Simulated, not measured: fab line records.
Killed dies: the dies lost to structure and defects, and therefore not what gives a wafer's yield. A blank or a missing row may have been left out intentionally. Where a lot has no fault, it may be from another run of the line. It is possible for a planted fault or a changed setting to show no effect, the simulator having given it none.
Matching of chambers / flow gf180mcu / rieDiel-02 running GF_V4_ETCH_16: 4 sister chambers
The step etches BARC in N2/H2. 14 wafers are shown with their chamber, then 7 later ones without.

## WAFERS WITH THEIR CHAMBER
wafer=L789.1; chamber=3; drypumpMotorCurrentA (A)=5.5; rfFwdPowerW (W)=496.4; oesProductAu (a.u.)=0.857
wafer=L789.3; chamber=1; drypumpMotorCurrentA (A)=5.3; rfFwdPowerW (W)=491.2; oesProductAu (a.u.)=0.855
wafer=L789.6; chamber=0; drypumpMotorCurrentA (A)=6.2; rfFwdPowerW (W)=496.0; oesProductAu (a.u.)=0.853
wafer=L790.2; chamber=1; drypumpMotorCurrentA (A)=5.3; rfFwdPowerW (W)=492.9; oesProductAu (a.u.)=0.859
wafer=L790.3; chamber=0; drypumpMotorCurrentA (A)=6.1; rfFwdPowerW (W)=496.9; oesProductAu (a.u.)=0.854
wafer=L790.4; chamber=1; drypumpMotorCurrentA (A)=5.3; rfFwdPowerW (W)=493.4; oesProductAu (a.u.)=0.856
wafer=L795.1; chamber=1; drypumpMotorCurrentA (A)=5.3; rfFwdPowerW (W)=494.5; oesProductAu (a.u.)=0.852
wafer=L795.3; chamber=3; drypumpMotorCurrentA (A)=5.5; rfFwdPowerW (W)=496.2; oesProductAu (a.u.)=0.861
wafer=L795.6; chamber=1; drypumpMotorCurrentA (A)=5.3; rfFwdPowerW (W)=493.4; oesProductAu (a.u.)=0.858
wafer=L797.1; chamber=2; drypumpMotorCurrentA (A)=5.9; rfFwdPowerW (W)=494.2; oesProductAu (a.u.)=0.849
wafer=L797.4; chamber=3; drypumpMotorCurrentA (A)=5.5; rfFwdPowerW (W)=495.8; oesProductAu (a.u.)=0.855
wafer=L797.6; chamber=1; drypumpMotorCurrentA (A)=5.3; rfFwdPowerW (W)=492.9; oesProductAu (a.u.)=0.864
wafer=L802.1; chamber=1; drypumpMotorCurrentA (A)=5.3; rfFwdPowerW (W)=494.8; oesProductAu (a.u.)=0.858
wafer=L802.5; chamber=1; drypumpMotorCurrentA (A)=5.3; rfFwdPowerW (W)=492.9; oesProductAu (a.u.)=0.863

SIGNATURES (means of the wafers above)
reading=drypumpMotorCurrentA; chamber 0=6.150; chamber 1=5.300; chamber 2=5.900; chamber 3=5.500; scatter within a chamber=0.0224
reading=rfFwdPowerW; chamber 0=496.450; chamber 1=493.250; chamber 2=494.200; chamber 3=496.133; scatter within a chamber=0.958
reading=oesProductAu; chamber 0=0.85350; chamber 1=0.85813; chamber 2=0.84900; chamber 3=0.85767; scatter within a chamber=0.00361
Rule: a wafer lies at a distance from a chamber equal to the root of the sum of squares, over the readings, of (its reading less the chamber's mean, divided by the reading's scatter). If the next closest chamber is less than 2 further off than the closest, the wafer can't be placed; otherwise it belongs to the closest. How the scatter is found: for the shown wafers, subtract from each reading the mean of its chamber, square and add these, divide the total by (wafers less chambers), then take the root.

## WAFERS WHOSE CHAMBER IS MISSING
wafer=L802.6; drypumpMotorCurrentA (A)=5.9; rfFwdPowerW (W)=494.1; oesProductAu (a.u.)=0.856
wafer=L809.1; drypumpMotorCurrentA (A)=6.2; rfFwdPowerW (W)=498.2; oesProductAu (a.u.)=0.858
wafer=L809.2; drypumpMotorCurrentA (A)=5.5; rfFwdPowerW (W)=493.8; oesProductAu (a.u.)=0.859
wafer=L809.4; drypumpMotorCurrentA (A)=5.3; rfFwdPowerW (W)=492.9; oesProductAu (a.u.)=0.851
wafer=L810.1; drypumpMotorCurrentA (A)=5.3; rfFwdPowerW (W)=492.8; oesProductAu (a.u.)=0.859
wafer=L810.2; drypumpMotorCurrentA (A)=6.0; rfFwdPowerW (W)=496.3; oesProductAu (a.u.)=0.861
wafer=L810.6; drypumpMotorCurrentA (A)=5.9; rfFwdPowerW (W)=496.3; oesProductAu (a.u.)=0.853

## EACH ONE'S CHAMBER
wafer=L802.6; from the rows above=2; in truth=2
wafer=L809.1; from the rows above=0; in truth=0
wafer=L809.2; from the rows above=3; in truth=3
wafer=L809.4; from the rows above=1; in truth=1
wafer=L810.1; from the rows above=1; in truth=1
wafer=L810.2; from the rows above=can't be placed: 2 or 0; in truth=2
wafer=L810.6; from the rows above=2; in truth=2
Correct placement for 6 of the 7. Unplaceable from these rows: 1, with the true chamber sitting among the candidates in 1. 0 placed wrongly.
